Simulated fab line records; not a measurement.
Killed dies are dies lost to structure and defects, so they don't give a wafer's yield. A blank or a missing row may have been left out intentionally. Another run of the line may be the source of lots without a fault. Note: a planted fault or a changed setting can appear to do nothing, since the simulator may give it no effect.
fab line records | flow gf180mcu
[record] lots = 13 | wafers = 39 | last_day = 34
route steps=602 shown HV_LDD@186 NSD@239 PSD@256
lots untouched by any fault: they come from a run of this same line in which no faults occurred
start_h: start of the lot's first displayed wafer, in hours after the record's first day | wait_h: time in hours since the lot's previous step | " the same as in the row above | L1.1+2: a row that stands for several wafers | - either no value or no given start | * or withheld: withheld | < > ~ a bound
route shown NAME@n: names a module that has steps shown in the file, with the first one's number in the route | usual: the fault-free wafers' mean and standard deviation | same: alike in all rows | chamber/n: place in a boat | sites: readings site by site | _std_site: the values' standard deviation | _edge_site: the outer-site mean with the inner-site mean subtracted | radius_mm: for every site, how far away it sits from the centre of the wafer | mask NAME#n: copy n | behind: the last tool/chamber to shape the wafer | hold: cause of the lot's hold/its duration in hours/its outcome | device: the n, p or np transistor that did not switch | end of line: the same wafers' tests at the end of the route | for a step that has no rows: nothing shown but its recipe | killed: at the first sort, the dies lost to defects and structure; wafer yield is something else | map: the dies of a wafer, with x for killed, . for not killed, _ for no die there
set.NAME: the setting the step ran with; set.NAME@STEP: the setting that earlier step ran with | model.NAME: the simulator's own value behind a step, which no gauge read
one table for each step of the route and one row for each wafer, over a sample of lots
services: when a tool's chamber went out of use (start_h, in hours from the record's first day, below 0 if earlier), for how many hours, and the reason
[[steps]]
[step GF_HV_LDD_STRIP_10]
[recipe] chemistry = O2/N2 | power_w = 1400 | pressure_mtorr = 1500 | platen_temp_c = 250 | o2_flow_sccm = 3000 | n2_flow_sccm = 300 | overash_fraction = 0.5
[usual] drypump_motor_current_A = 5.7/0.31 | heater_power_w = 338/18 | oes_product_au = 0.716/0.0046 | strip_time_to_endpoint_s = 12.63/0.035
[same] overash_fraction = 0.5
lot.wafer | tool            | chamber | start_h | wait_h | drypump_motor_current_A | heater_power_w | oes_product_au | rf_hours_counter_h | strip_time_to_endpoint_s
L582.4    | plasma_asher-02 | 0       | 221.68  | 0.1    | 6.1                     | 346            | 0.716          | -                  | 12.60
L582.5    | "               | 0       | "       | "      | 6.0                     | 336            | 0.711          | -                  | 12.63
L582.6    | "               | 1       | "       | "      | 5.6                     | 365            | 0.714          | -                  | 12.63
L581.2    | plasma_asher-01 | 0       | 221.78  | 0.1    | 5.3                     | 358            | 0.717          | 45                 | 12.65
L581.3    | "               | 0       | "       | "      | 5.4                     | 358            | 0.712          | -                  | 12.64
L581.5    | "               | 0       | "       | "      | 5.3                     | 355            | 0.717          | -                  | 12.63
L583.1    | plasma_asher-04 | 1       | 229.77  | 0.1    | 6.1                     | 335            | 0.706          | 57                 | 12.66
L583.2    | "               | 0       | "       | "      | 5.9                     | 336            | 0.720          | 57                 | 12.69
L583.6    | "               | 1       | "       | "      | 6.1                     | 336            | 0.717          | -                  | 12.67
L586.2    | plasma_asher-01 | 1       | 247.80  | 0.1    | 5.4                     | 318            | 0.717          | 48                 | 12.71
L586.3    | "               | 0       | "       | "      | 5.4                     | 366            | 0.712          | -                  | 12.63
L586.5    | "               | 1       | "       | "      | 5.4                     | 319            | 0.705          | -                  | 12.67
L587.3    | plasma_asher-01 | 1       | 257.86  | 0.1    | 5.4                     | 309            | 0.718          | -                  | 12.63
L587.4    | "               | 0       | "       | "      | 5.4                     | 362            | 0.709          | -                  | 12.60
L587.6    | "               | 1       | "       | "      | 5.4                     | 308            | 0.714          | -                  | 12.61
L589.2    | plasma_asher-02 | 0       | 274.00  | 0.1    | 6.1                     | 343            | 0.717          | 65                 | 12.58
L589.3    | "               | 1       | "       | "      | 5.6                     | 355            | 0.722          | -                  | 12.59
L589.5    | "               | 1       | "       | "      | 5.6                     | 356            | 0.703          | -                  | 12.60
L590.3    | plasma_asher-04 | 0       | 280.16  | 0.1    | 6.0                     | 338            | 0.718          | -                  | 12.69
L590.5    | "               | 1       | "       | "      | 6.1                     | 330            | 0.719          | -                  | 12.68
L590.6    | "               | 0       | "       | "      | 6.0                     | 330            | 0.718          | -                  | 12.68
L592.3    | plasma_asher-02 | 0       | 296.28  | 0.1    | 6.0                     | 342            | 0.718          | -                  | 12.60
L592.5    | "               | 0       | "       | "      | 6.1                     | 347            | 0.716          | -                  | 12.57
L592.6    | "               | 1       | "       | "      | 5.6                     | 358            | 0.718          | -                  | 12.57
L595.2    | plasma_asher-04 | 0       | 321.76  | 0.1    | 5.9                     | 342            | 0.713          | 66                 | 12.64
L595.3    | "               | 1       | "       | "      | 6.1                     | 330            | 0.712          | -                  | 12.65
L595.6    | "               | 1       | "       | "      | 6.1                     | 334            | 0.721          | -                  | 12.60
L600.1    | plasma_asher-04 | 1       | 355.75  | 0.1    | 6.1                     | 331            | 0.714          | 69                 | 12.62
L600.2    | "               | 0       | "       | "      | 5.9                     | 345            | 0.716          | 69                 | 12.61
L600.6    | "               | 0       | "       | "      | 6.0                     | 339            | 0.713          | -                  | 12.59
L601.2    | plasma_asher-04 | 0       | 361.55  | 0.1    | 6.0                     | 344            | 0.716          | 70                 | 12.64
L601.3    | "               | 0       | "       | "      | 6.0                     | 339            | 0.713          | -                  | 12.59
L601.5    | "               | 1       | "       | "      | 6.1                     | 327            | 0.714          | -                  | 12.63
L602.1    | plasma_asher-01 | 1       | 370.91  | 0.1    | 5.4                     | 313            | 0.718          | 58                 | 12.59
L602.3    | "               | 1       | "       | "      | 5.4                     | 308            | 0.713          | -                  | 12.61
L602.4    | "               | 0       | "       | "      | 5.4                     | 352            | 0.719          | -                  | 12.59
L604.4    | plasma_asher-04 | 1       | 386.46  | 0.1    | 6.1                     | 323            | 0.714          | -                  | 12.63
L604.5    | "               | 0       | "       | "      | 5.9                     | 341            | 0.710          | -                  | 12.66
L604.6    | "               | 1       | "       | "      | 6.1                     | 330            | 0.711          | -                  | 12.65
[step GF_HV_LDD_CD_MEAS_19]
[recipe] target_cd_nm = 400
[usual] cd_nm = 399.7/2.2
lot.wafer | tool      | chamber | start_h | wait_h | cd_nm
L582.4    | cd_sem-01 | -       | 240.12  | 0.1    | 398.6
L582.5    | "         | -       | "       | "      | 401.6
L582.6    | "         | -       | "       | "      | 398.6
L581.2    | cd_sem-02 | -       | 240.26  | 0.1    | 401.6
L581.3    | "         | -       | "       | "      | 401.3
L581.5    | "         | -       | "       | "      | 401.3
L583.1    | cd_sem-01 | -       | 247.79  | 0.1    | 402.6
L583.2    | "         | -       | "       | "      | 402.2
L583.6    | "         | -       | "       | "      | 402.9
L586.2    | cd_sem-01 | -       | 266.51  | 0.1    | 404.1
L586.3    | "         | -       | "       | "      | 403.7
L586.5    | "         | -       | "       | "      | 404.0
L587.3    | cd_sem-02 | -       | 277.05  | 0.1    | 400.1
L587.4    | "         | -       | "       | "      | 401.4
L587.6    | "         | -       | "       | "      | 402.9
L589.2    | cd_sem-02 | -       | 293.11  | 0.1    | 397.3
L589.3    | "         | -       | "       | "      | 395.7
L589.5    | "         | -       | "       | "      | 396.5
L590.3    | cd_sem-01 | -       | 299.76  | 0.1    | 399.8
L590.5    | "         | -       | "       | "      | 398.4
L590.6    | "         | -       | "       | "      | 401.9
L592.3    | cd_sem-02 | -       | 316.40  | 0.1    | 401.3
L592.5    | "         | -       | "       | "      | 399.7
L592.6    | "         | -       | "       | "      | 402.4
L595.2    | cd_sem-01 | -       | 342.84  | 0.1    | 398.5
L595.3    | "         | -       | "       | "      | 395.3
L595.6    | "         | -       | "       | "      | 396.5
L600.1    | cd_sem-02 | -       | 378.14  | 0.1    | 400.9
L600.2    | "         | -       | "       | "      | 400.5
L600.6    | "         | -       | "       | "      | 401.3
L601.2    | cd_sem-01 | -       | 383.31  | 0.1    | 398.3
L601.3    | "         | -       | "       | "      | 400.0
L601.5    | "         | -       | "       | "      | 397.2
L602.1    | cd_sem-02 | -       | 394.24  | 0.1    | 399.3
L602.3    | "         | -       | "       | "      | 399.0
L602.4    | "         | -       | "       | "      | 399.7
L604.4    | cd_sem-02 | -       | 409.68  | 0.1    | 399.4
L604.5    | "         | -       | "       | "      | 399.2
L604.6    | "         | -       | "       | "      | 401.2
[step GF_NSD_EXPOSE_04]
[recipe] mask_id = Nplus | target_cd_nm = 400 | na = 0.6 | source_shape = conventional | sigma_outer = 0.6 | dose_mj = 140
lot.wafer  | tool             | chamber | start_h | wait_h | mask
L582.4+5+6 | iline_stepper-02 | 0       | 291.49  | -      | Nplus#0
L581.2+3+5 | iline_stepper-01 | 0       | 293.57  | -      | Nplus#0
L583.1+2+6 | iline_stepper-01 | 0       | 301.34  | -      | Nplus#0
L586.2+3+5 | iline_stepper-01 | 0       | 322.68  | -      | Nplus#0
L587.3+4+6 | iline_stepper-02 | 0       | 331.70  | -      | Nplus#0
L589.2+3+5 | iline_stepper-02 | 0       | 348.36  | -      | Nplus#0
L590.3+5+6 | iline_stepper-02 | 0       | 356.22  | -      | Nplus#0
L592.3+5+6 | iline_stepper-02 | 0       | 372.42  | -      | Pplus_HV_AREA#0
L595.2+3+6 | iline_stepper-02 | 0       | 403.28  | -      | Nplus#0
L600.1+2+6 | iline_stepper-02 | 0       | 443.08  | -      | Nplus#0
L601.2+3+5 | iline_stepper-02 | 0       | 447.70  | -      | Nplus#0
L602.1+3+4 | iline_stepper-01 | 0       | 458.71  | -      | Nplus#0
L604.4+5+6 | iline_stepper-02 | 0       | 474.31  | -      | Nplus#0
[step GF_NSD_CD_MEAS_07]
[recipe] target_cd_nm = 400
[usual] cd_nm = 399.5/2.5
lot.wafer | tool      | chamber | start_h | wait_h | cd_nm
L582.4    | cd_sem-02 | -       | 301.38  | 0.1    | 401.3
L582.5    | "         | -       | "       | "      | 403.2
L582.6    | "         | -       | "       | "      | 405.1
L581.2    | cd_sem-02 | -       | 303.84  | 0.1    | 397.8
L581.3    | "         | -       | "       | "      | 397.9
L581.5    | "         | -       | "       | "      | 396.8
L583.1    | cd_sem-02 | -       | 310.66  | 0.2    | 399.1
L583.2    | "         | -       | "       | "      | 398.4
L583.6    | "         | -       | "       | "      | 400.8
L586.2    | cd_sem-01 | -       | 332.51  | 0.1    | 398.9
L586.3    | "         | -       | "       | "      | 397.9
L586.5    | "         | -       | "       | "      | 400.3
L587.3    | cd_sem-02 | -       | 342.60  | 0.1    | 398.8
L587.4    | "         | -       | "       | "      | 399.1
L587.6    | "         | -       | "       | "      | 400.4
L589.2    | cd_sem-01 | -       | 358.39  | 0.1    | 397.2
L589.3    | "         | -       | "       | "      | 399.0
L589.5    | "         | -       | "       | "      | 399.1
L590.3    | cd_sem-02 | -       | 367.63  | 0.1    | 403.5
L590.5    | "         | -       | "       | "      | 400.8
L590.6    | "         | -       | "       | "      | 401.5
L592.3    | cd_sem-02 | -       | 383.10  | 0.1    | -
L592.5    | "         | -       | "       | "      | -
L592.6    | "         | -       | "       | "      | -
L595.2    | cd_sem-01 | -       | 414.85  | 0.1    | 403.8
L595.3    | "         | -       | "       | "      | 400.8
L595.6    | "         | -       | "       | "      | 401.1
L600.1    | cd_sem-01 | -       | 455.08  | 0.1    | 397.5
L600.2    | "         | -       | "       | "      | 395.9
L600.6    | "         | -       | "       | "      | 396.7
L601.2    | cd_sem-01 | -       | 459.34  | 0.1    | 397.4
L601.3    | "         | -       | "       | "      | 397.5
L601.5    | "         | -       | "       | "      | 397.4
L602.1    | cd_sem-02 | -       | 470.46  | 0.1    | 399.7
L602.3    | "         | -       | "       | "      | 401.7
L602.4    | "         | -       | "       | "      | 399.4
L604.4    | cd_sem-02 | -       | 485.62  | 0.1    | 401.1
L604.5    | "         | -       | "       | "      | 402.4
L604.6    | "         | -       | "       | "      | 402.1
[step GF_NSD_TW_MEAS_12]
[usual] NSD_TW = 4251/32
lot.wafer | tool          | chamber | start_h | wait_h | NSD_TW
L582.4    | film_metro-01 | -       | 301.91  | 0.1    | 4289
L582.5    | "             | -       | "       | "      | 4285
L582.6    | "             | -       | "       | "      | 4277
L581.2    | film_metro-01 | -       | 304.39  | 0.1    | 4275
L581.3    | "             | -       | "       | "      | 4251
L581.5    | "             | -       | "       | "      | 4277
L583.1    | film_metro-01 | -       | 311.22  | 0.1    | 4293
L583.2    | "             | -       | "       | "      | 4281
L583.6    | "             | -       | "       | "      | 4270
L586.2    | film_metro-04 | -       | 333.05  | 0.1    | 4244
L586.3    | "             | -       | "       | "      | 4249
L586.5    | "             | -       | "       | "      | 4258
L587.3    | film_metro-03 | -       | 343.13  | 0.1    | 4256
L587.4    | "             | -       | "       | "      | 4268
L587.6    | "             | -       | "       | "      | 4292
L589.2    | film_metro-03 | -       | 358.96  | 0.1    | 4286
L589.3    | "             | -       | "       | "      | 4253
L589.5    | "             | -       | "       | "      | 4277
L590.3    | film_metro-03 | -       | 368.16  | 0.1    | 4280
L590.5    | "             | -       | "       | "      | 4252
L590.6    | "             | -       | "       | "      | 4257
L592.3    | film_metro-04 | -       | 383.63  | 0.1    | 29
L592.5    | "             | -       | "       | "      | 29
L592.6    | "             | -       | "       | "      | 30
L595.2    | film_metro-03 | -       | 415.40  | 0.1    | 4230
L595.3    | "             | -       | "       | "      | 4258
L595.6    | "             | -       | "       | "      | 4266
L600.1    | film_metro-03 | -       | 455.64  | 0.1    | 4280
L600.2    | "             | -       | "       | "      | 4244
L600.6    | "             | -       | "       | "      | 4274
L601.2    | film_metro-01 | -       | 459.89  | 0.1    | 4280
L601.3    | "             | -       | "       | "      | 4282
L601.5    | "             | -       | "       | "      | 4287
L602.1    | film_metro-03 | -       | 471.01  | 0.1    | 4239
L602.3    | "             | -       | "       | "      | 4213
L602.4    | "             | -       | "       | "      | 4244
L604.4    | film_metro-04 | -       | 486.14  | 0.1    | 4239
L604.5    | "             | -       | "       | "      | 4243
L604.6    | "             | -       | "       | "      | 4254
[step GF_PSD_OVL_MEAS_08]
[usual] PSD_OVL = -0.4/1.7
lot.wafer | tool       | chamber | start_h | wait_h | PSD_OVL[nm]
L582.4    | overlay-02 | -       | 322.43  | 0.1    | -0.6
L582.5    | "          | -       | "       | "      | -0.3
L582.6    | "          | -       | "       | "      | 0.1
L581.2    | overlay-02 | -       | 325.20  | 0.1    | 0.6
L581.3    | "          | -       | "       | "      | 1.3
L581.5    | "          | -       | "       | "      | 3.3
L583.1    | overlay-01 | -       | 332.31  | 0.1    | -0.3
L583.2    | "          | -       | "       | "      | -1.0
L583.6    | "          | -       | "       | "      | 0.2
L586.2    | overlay-02 | -       | 354.41  | 0.1    | 0.9
L586.3    | "          | -       | "       | "      | 0.7
L586.5    | "          | -       | "       | "      | 0.7
L587.3    | overlay-01 | -       | 364.70  | 0.1    | -1.1
L587.4    | "          | -       | "       | "      | -0.9
L587.6    | "          | -       | "       | "      | -0.9
L589.2    | overlay-01 | -       | 381.40  | 0.1    | -0.8
L589.3    | "          | -       | "       | "      | -0.2
L589.5    | "          | -       | "       | "      | 0.0
L590.3    | overlay-02 | -       | 390.70  | 0.1    | -3.2
L590.5    | "          | -       | "       | "      | -2.6
L590.6    | "          | -       | "       | "      | -3.4
L592.3    | overlay-01 | -       | 406.57  | 0.1    | -1.5
L592.5    | "          | -       | "       | "      | -1.7
L592.6    | "          | -       | "       | "      | -2.6
L595.2    | overlay-02 | -       | 439.20  | 0.1    | 2.5
L595.3    | "          | -       | "       | "      | 1.3
L595.6    | "          | -       | "       | "      | -0.1
L600.1    | overlay-02 | -       | 479.65  | 0.1    | -4.2
L600.2    | "          | -       | "       | "      | -1.5
L600.6    | "          | -       | "       | "      | -3.3
L601.2    | overlay-02 | -       | 483.80  | 0.1    | -1.6
L601.3    | "          | -       | "       | "      | -2.0
L601.5    | "          | -       | "       | "      | -1.3
L602.1    | overlay-02 | -       | 495.34  | 0.1    | 1.3
L602.3    | "          | -       | "       | "      | 2.4
L602.4    | "          | -       | "       | "      | 2.0
L604.4    | overlay-02 | -       | 509.31  | 0.1    | -1.7
L604.5    | "          | -       | "       | "      | -3.3
L604.6    | "          | -       | "       | "      | -2.6
[[services]]
tool             | chamber | start_h | hours | kind
iline_stepper-01 | -       | 230.56  | 4.4   | pm
plasma_asher-04  | -       | 234.11  | 0.8   | repair
plasma_asher-04  | -       | 238.09  | 2.7   | repair
iline_stepper-02 | -       | 249.00  | 2.2   | repair
plasma_asher-01  | -       | 262.56  | 20.5  | repair
iline_stepper-02 | -       | 270.28  | 1.7   | pm
iline_stepper-01 | -       | 305.27  | 1.7   | pm
plasma_asher-04  | -       | 307.34  | 1.0   | repair
plasma_asher-01  | -       | 371.37  | 14.6  | pm
plasma_asher-02  | -       | 381.75  | 0.5   | repair
plasma_asher-01  | -       | 411.43  | 8.2   | repair
plasma_asher-02  | -       | 421.25  | 9.0   | pm
plasma_asher-02  | 0       | 421.25  | 9.0   | vent_cycle
plasma_asher-02  | 1       | 421.25  | 9.0   | vent_cycle
plasma_asher-02  | 0       | 430.25  | -     | clean
plasma_asher-02  | 1       | 430.25  | -     | clean
iline_stepper-01 | -       | 444.46  | 8.9   | pm
[[key]]
[first_sign] step = GF_NSD_EXPOSE_04 | reading = mask | direction = changed
[effect] step = GF_NSD_CD_MEAS_07 | reading = cd_nm | direction = missing
[effect] step = GF_NSD_TW_MEAS_12 | reading = NSD_TW | direction = down | sigmas = 99+ | usual = 4251 | struck = 29
met_at GF_NSD_EXPOSE_04
struck_lots L592
sort_left_out L592.3,L592.5,L592.6
tester_left_out L592
not_acting_at GF_HV_LDD_STRIP_10,GF_HV_LDD_CD_MEAS_19,GF_PSD_OVL_MEAS_08
onset_between 356.22 372.42
[fault] kind = wrong_mask | tool = any | chamber = - | onset_h = 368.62 | steps = GF_NSD_EXPOSE_04 | aux_copy = Pplus_HV_AREA#0 | scope = struck_lots_only
// tester_left_out: of these lots the tester's yield and bins aren't shown, on N5 and GAA mostly nor the transistor test; their killed dies are dies lost to structure and defects alone, not to doping, threshold or leakage, so they don't give the yield
// sort_left_out: the simulated sort isn't trusted on such a fault, so these wafers' sort isn't shown, and their yield isn't known
